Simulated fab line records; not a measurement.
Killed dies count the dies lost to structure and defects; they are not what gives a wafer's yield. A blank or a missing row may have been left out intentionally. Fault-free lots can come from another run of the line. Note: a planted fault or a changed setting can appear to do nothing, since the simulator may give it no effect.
Which tool did it?    flow gf180mcu    12 lots, 36 wafers sampled, at 7 steps of a route of 602

## WHAT THE GAUGES READ, wafer by wafer
GF_STI_THK_MEAS_24.
lot   measured     on             STI_CVD_23_THK (nm)
L446  day 2 03:27  film-metro-03  645 643 647
L448  day 2 17:14  film-metro-03  656 647 650
L451  day 3 06:32  film-metro-02  646 649 658
L452  day 3 09:48  film-metro-01  651 660 651
L453  day 3 15:39  film-metro-03  643 653 650
L460  day 5 03:19  film-metro-03  655 662 646
L462  day 5 13:17  film-metro-02  638 654 645
L463  day 5 19:08  film-metro-01  649 652 641
L465  day 6 05:32  film-metro-02  633 644 647
L466  day 6 10:35  film-metro-03  650 642 643
L467  day 6 17:48  film-metro-02  648 652 650
L468  day 6 23:02  film-metro-02  653 649 656

GF_MVSD_OVL_MEAS_07.
lot   measured     on          MVSD_OVL (nm)
L446  day 4 16:46  overlay-02  3.1 1.9 0.2
L448  day 5 00:35  overlay-02  1.2 4.1 0.9
L451  day 5 16:26  overlay-02  0.0 -0.1 0.1
L452  day 5 22:58  overlay-02  0.1 -2.1 -0.7
L453  day 6 02:24  overlay-01  -0.9 -1.5 -0.1
L460  day 7 19:19  overlay-01  0.6 1.7 3.3
L462  day 8 07:06  overlay-01  1.6 -0.4 0.6
L463  day 8 13:59  overlay-01  -0.2 -0.5 0.0
L465  day 9 01:35  overlay-02  0.7 -1.0 -1.0
L466  day 9 04:02  overlay-01  -0.6 -1.5 0.3
L467  day 9 16:02  overlay-01  0.3 3.0 -0.3
L468  day 9 20:34  overlay-01  0.0 -1.0 0.2

GF_HV_LDD_CD_MEAS_19 targets a cd of 400 nm.
lot   measured      on         cd-nm (nm)
L446  day 11 02:05  cd-sem-01  391.0 390.1 390.9
L448  day 11 13:22  cd-sem-01  396.6 397.1 398.2
L451  day 12 10:15  cd-sem-02  - - -
L452  day 12 15:46  cd-sem-02  - - -
L453  day 12 18:59  cd-sem-02  - - -
L460  day 15 03:46  cd-sem-01  397.0 398.7 397.2
L462  day 15 19:05  cd-sem-01  395.5 393.7 395.6
L463  day 16 08:53  cd-sem-02  399.8 399.7 398.9
L465  day 16 19:01  cd-sem-02  395.2 393.4 393.7
L466  day 16 23:58  cd-sem-02  398.6 398.5 400.5
L467  day 17 16:38  cd-sem-02  394.5 395.2 396.3
L468  day 17 19:53  cd-sem-01  391.2 391.6 392.3

GF_HV_LDD_TW_MEAS_38.
lot   measured      on             HV_LDD_3_TW
L446  day 11 21:38  film-metro-03  1437 1454 1453
L448  day 12 09:33  film-metro-04  1426 1431 1430
L451  day 13 07:05  film-metro-04  1598 1593 1592
L452  day 13 12:10  film-metro-04  1585 1595 1587
L453  day 13 16:38  film-metro-03  1595 1598 1592
L460  day 16 02:35  film-metro-04  1426 1438 1440
L462  day 16 18:15  film-metro-03  1435 1438 1437
L463  day 17 08:49  film-metro-01  1425 1428 1428
L465  day 17 19:28  film-metro-04  1438 1431 1441
L466  day 18 00:25  film-metro-04  1435 1433 1432
L467  day 18 17:31  film-metro-04  1440 1438 1432
L468  day 18 20:51  film-metro-04  1427 1437 1442

GF_HV_LDD_TW_MEAS_50.
lot   measured      on             HV_LDD_4_TW
L446  day 12 17:05  film-metro-04  569 568 567
L448  day 13 05:57  film-metro-01  570 567 566
L451  day 14 03:38  film-metro-03  1106 1107 1102
L452  day 14 08:34  film-metro-03  1105 1112 1114
L453  day 14 13:23  film-metro-03  1104 1111 1109
L460  day 17 00:56  film-metro-04  569 569 570
L462  day 17 17:44  film-metro-03  571 570 569
L463  day 18 08:05  film-metro-01  562 566 568
L465  day 18 19:23  film-metro-03  573 573 570
L466  day 19 00:43  film-metro-04  568 572 571
L467  day 19 18:17  film-metro-01  560 562 564
L468  day 19 21:24  film-metro-01  566 563 562

## WHAT TOOL EACH LOT RAN ON (gives the tool, then ch and the chambers of the sampled wafers, and finally the start)
lot   GF_HV_LDD_STRIP_10                    GF_HV_LDD_COAT_14
L446  plasma-asher-03 ch 0,1, day 10 07:24  litho-track-04 ch 0, day 10 16:11
L448  plasma-asher-03 ch 0,1, day 10 18:49  litho-track-02 ch 0, day 11 03:58
L451  plasma-asher-03 ch 0,1, day 11 14:54  litho-track-04, day 12 00:22
L452  plasma-asher-01 ch 0,1, day 11 20:46  litho-track-02, day 12 05:49
L453  plasma-asher-03 ch 0,1, day 12 00:03  litho-track-04, day 12 09:02
L460  plasma-asher-01 ch 0,1, day 14 06:52  litho-track-04 ch 0, day 14 17:16
L462  plasma-asher-03 ch 0,1, day 14 21:49  litho-track-02 ch 0, day 15 08:11
L463  plasma-asher-01 ch 0,1, day 15 11:04  litho-track-04 ch 0, day 15 21:22
L465  plasma-asher-02 ch 0,1, day 15 21:22  litho-track-04 ch 0, day 16 08:04
L466  plasma-asher-03 ch 0,1, day 16 01:43  litho-track-04 ch 0, day 16 12:43
L467  plasma-asher-01 ch 0,1, day 16 17:26  litho-track-03 ch 0, day 17 04:20
L468  plasma-asher-02 ch 0, day 16 21:25    litho-track-03 ch 0, day 17 08:25
- GF_HV_LDD_STRIP_10: strips in O2/N2.
- GF_HV_LDD_COAT_14: resist thk 1000 nm.

## WHAT THE TOOLS THEMSELVES READ (means of the sampled wafers that have a number; where no wafer has one, the mark that the record gives instead)
GF_HV_LDD_STRIP_10.
lot   tool             drypump-motor-current-A (A)  heater-power-w (W)  oes-product-au (a.u.)  platen-temp-c (C)  strip-time-to-endpoint-s (s)
L446  plasma-asher-03  4.8                          327                 0.721                  250.18             12.59
L448  plasma-asher-03  4.8                          306                 0.710                  249.75             12.65
L451  plasma-asher-03  4.8                          304                 0.717                  250.05             12.68
L452  plasma-asher-01  5.3                          337                 0.712                  250.23             12.61
L453  plasma-asher-03  4.8                          332                 0.718                  249.98             12.66
L460  plasma-asher-01  5.3                          331                 0.718                  249.99             12.70
L462  plasma-asher-03  4.8                          329                 0.720                  249.94             12.72
L463  plasma-asher-01  5.4                          347                 0.714                  250.12             12.61
L465  plasma-asher-02  5.2                          357                 0.715                  250.06             12.61
L466  plasma-asher-03  4.8                          308                 0.717                  250.08             12.65
L467  plasma-asher-01  5.3                          337                 0.719                  249.93             12.58
L468  plasma-asher-02  4.7                          381                 0.718                  249.79             12.64

GF_HV_LDD_COAT_14.
lot   tool            chill-plate-temp-C (C)  dispense-pressure-kPa (kPa)
L446  litho-track-04  23.01                   46
L448  litho-track-02  23.05                   55
L451  litho-track-04  -                       -
L452  litho-track-02  -                       -
L453  litho-track-04  -                       -
L460  litho-track-04  23.02                   46
L462  litho-track-02  23.00                   54
L463  litho-track-04  23.11                   46
L465  litho-track-04  22.99                   46
L466  litho-track-04  23.11                   46
L467  litho-track-03  23.00                   54
L468  litho-track-03  22.98                   54

## THE ANSWER, worked out from the rows above alone
Rule: what is usual is taken from the lots themselves. The widest of any qualifying gaps counts: lots, ordered by their means at a reading, are off when they make up no more than a third of the lots, leave a main group of 4 or more, and stand apart from it by 3 or more times the standard deviation of that group's means. Not used: any main group whose means are identical at the precision the tables above print for the reading. Also off: a lot with no number at a reading for which 4 or more lots have one. Any other lot the step has rows for is counted as sound. The gauges are gone through in route order, then the tools' own readings, and for those a lot's mean is taken as printed above. At the first step where some lot is off, the reading lying furthest off is the one used; lots without a number count as furthest.
Off at GF_HV_LDD_CD_MEAS_19 (cd-nm): L451, L452, L453. Without a number there: L451, L452, L453. Mean 395.6 nm and standard deviation 2.9 in the main group.
A tool fits if, at a process step before that reading, it ran every lot that is off, and no sound lot after the first of them. Not tried: the gauges at GF_HV_LDD_CD_MEAS_19; whatever is off there is also off at GF_HV_LDD_TW_MEAS_38, on other tools, and gauge error can't account for it. Of those tried, none fits.

## WHAT THE SIMULATOR PUT IN
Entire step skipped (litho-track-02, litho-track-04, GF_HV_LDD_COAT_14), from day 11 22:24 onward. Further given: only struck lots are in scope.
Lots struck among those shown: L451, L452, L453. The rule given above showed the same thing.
